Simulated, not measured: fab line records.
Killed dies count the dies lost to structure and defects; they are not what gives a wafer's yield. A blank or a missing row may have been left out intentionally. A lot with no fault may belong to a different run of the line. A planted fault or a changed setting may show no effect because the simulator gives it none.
What tool caused it? | flow gf180mcu | 7 lots, 20 wafers sampled, at 2 steps of a route of 602

WHAT EACH GAUGE READ, for each wafer
GF_STI_THK_MEAS_24.
lot  | measured    | on            | STI_CVD_23_THK (nm)
L464 | day 2 08:11 | film metro-01 | 655 652 655
L467 | day 3 00:20 | film metro-02 | 654 656 645
L469 | day 3 11:54 | film metro-03 | 654 666 654
L473 | day 4 10:52 | film metro-03 | 653 654 649
L478 | day 5 10:04 | film metro-02 | 651 650 657
L484 | day 6 15:56 | film metro-01 | 906 639
L486 | day 7 04:49 | film metro-01 | 648 645 643

EACH LOT AND THE TOOL THAT RAN IT (in order: tool; ch and the chambers of the sampled wafers; start)
lot  | GF_STI_CVD_23
L464 | hdpcvd-02 ch 0,1,2, day 2 08:07
L467 | hdpcvd-02 ch 1,2, day 3 00:15
L469 | hdpcvd-01 ch 1,2, day 3 11:49
L473 | hdpcvd-01 ch 0,2, day 4 10:47
L478 | hdpcvd-01 ch 1,2, day 5 09:59
L484 | hdpcvd-02 ch 0,1, day 6 15:51
L486 | hdpcvd-01 ch 0,1,2, day 7 04:44
- GF_STI_CVD_23: deposits SiO2, target thk 650 nm, time 108.3 s.

THE ANSWER, worked out from the rows above alone
Rule: the lots themselves supply what counts as usual. Put in order of their means at a reading, lots are off if they are a third of the lots or fewer, leave a main group of 4 or more, and stand apart from it by a gap of 3 or more times the standard deviation of the main group's means; of several such gaps the widest counts. Not used: any main group whose means are identical at the precision the tables above print for the reading. Also off: a lot with no number at a reading for which 4 or more lots have one. All remaining lots with rows at the step are treated as sound.
Off: at GF_STI_THK_MEAS_24 (STI_CVD_23_THK), L484. Mean 652 nm and standard deviation 3.8 in the main group.
If a tool, at a process step before that reading, ran all the lots that are off and no sound lot after the first of them, it fits. The gauges at GF_STI_THK_MEAS_24 are tried like those tools. One fits: GF_STI_CVD_23 on hdpcvd-02. A fault onset in the window from L467 (day 3 00:15, its last sound lot) to L484 (day 6 15:51, its first lot off) fits.

WHAT THE SIMULATOR PUT IN
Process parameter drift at GF_STI_CVD_23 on hdpcvd-02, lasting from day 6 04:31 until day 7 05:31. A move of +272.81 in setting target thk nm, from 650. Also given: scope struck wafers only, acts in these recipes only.
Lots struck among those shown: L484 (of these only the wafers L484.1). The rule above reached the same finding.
